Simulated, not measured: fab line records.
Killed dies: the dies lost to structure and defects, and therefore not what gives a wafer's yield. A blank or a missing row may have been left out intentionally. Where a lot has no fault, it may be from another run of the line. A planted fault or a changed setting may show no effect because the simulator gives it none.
One fault seen from 2 desks :: flow gf180mcu :: each desk has only its own numbers; what lay behind them comes last

## AT THE TOOL OWNER'S DESK: pvd_sputter-03
The tool's own readings at GF_MIM_SPUTTER_08 (material AlCu, target thk 200 nm, time 10.6 s): means of the sampled wafers that have a number, for each lot that ran on this tool. The brackets show how far a lot's mean lies from the usual mean; more than 4 standard deviations puts the lot out of limits, marked OUT.
Columns: A = chamber_pressure_pa at GF_MIM_SPUTTER_08, usual 0.3999 Pa; B = throttle_valve_pct at GF_MIM_SPUTTER_08, usual 30.2 %
lot: L491
first seen here: day 24 17:40
A: 0.4009
B: 28.7

lot: L494
first seen here: day 25 17:32
A: 0.3997
B: 30.4

lot: L497
first seen here: day 26 16:31
A: 0.4006
B: 30.9

lot: L499
first seen here: day 27 06:00
A: 0.4003
B: 30.8

lot: L498
first seen here: day 27 07:31
A: 0.3993
B: 29.7

lot: L500
first seen here: day 27 13:29
A: 0.4001
B: 31.0

lot: L502
first seen here: day 28 00:38
A: 0.3985
B: 29.5

lot: L511
first seen here: day 30 13:51
A: 0.3996
B: 30.1

lot: L514
first seen here: day 31 09:37
A: 0.4003
B: 30.7
Result from this desk: across the 9 lots, nothing is out of limits.

## THE METROLOGY DESK
What the gauges read for every lot (on any tool): the sampled wafers with a number, averaged. The brackets show how far a lot's mean lies from the usual mean; more than 4 standard deviations puts the lot out of limits, marked OUT.
Columns: A = MIM_ALCU_RS at GF_MIM_RS_MEAS_10, usual 0.1614 ohm/sq; B = MIM_ALCU_THK at GF_MIM_THK_MEAS_11, usual 196.2 nm; C = V5_BOW at GF_V5_BOW_MEAS_05, usual 135 um
lot: L491
first seen here: day 24 17:45
A: 0.1626
B: 195.5
C: 143

lot: L494
first seen here: day 25 17:35
A: 0.1631
B: 194.8
C: 137

lot: L497
first seen here: day 26 16:35
A: 0.1595
B: 199.9
C: 139

lot: L499
first seen here: day 27 06:04
A: 0.1646
B: 192.5
C: 132

lot: L498
first seen here: day 27 07:34
A: 0.1620
B: 195.1
C: 140

lot: L500
first seen here: day 27 13:34
A: 0.1725 (+5.9) OUT
B: 186.0 (-4.1) OUT
C: 160

lot: L502
first seen here: day 28 00:43
A: 0.1774 (+8.4) OUT
B: 181.0 (-6.1) OUT
C: 137

lot: L511
first seen here: day 30 13:56
A: 0.1608
B: 197.0
C: 138

lot: L512
first seen here: day 30 20:11
A: 0.1609
B: 196.5
C: 124

lot: L514
first seen here: day 31 09:43
A: 0.1603
B: 198.5
C: 146
Finding of this desk: L500, L502 out of limits, first seen on L500 at day 27 13:34 (MIM_ALCU_RS at GF_MIM_RS_MEAS_10). L491, L494, L497, L499, L498, L511, L512, L514: within limits.

## TAKEN TOGETHER
Metrology desk: alarm possible at day 27 13:34 on L500, L502.
The desk of the tool owner found nothing out of limits.
Tool owner's desk: L500, L502 on record, inside its limits.
Of the lots named, all ran GF_MIM_SPUTTER_08 on pvd_sputter-03.

## WHAT THE SIMULATOR PUT IN
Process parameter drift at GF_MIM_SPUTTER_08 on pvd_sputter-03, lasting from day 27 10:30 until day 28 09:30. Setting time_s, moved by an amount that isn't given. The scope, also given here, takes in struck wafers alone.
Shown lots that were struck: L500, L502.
Per desk, hours elapsed from the start of the fault to the first reading out of limits: for the metrology desk, 3.
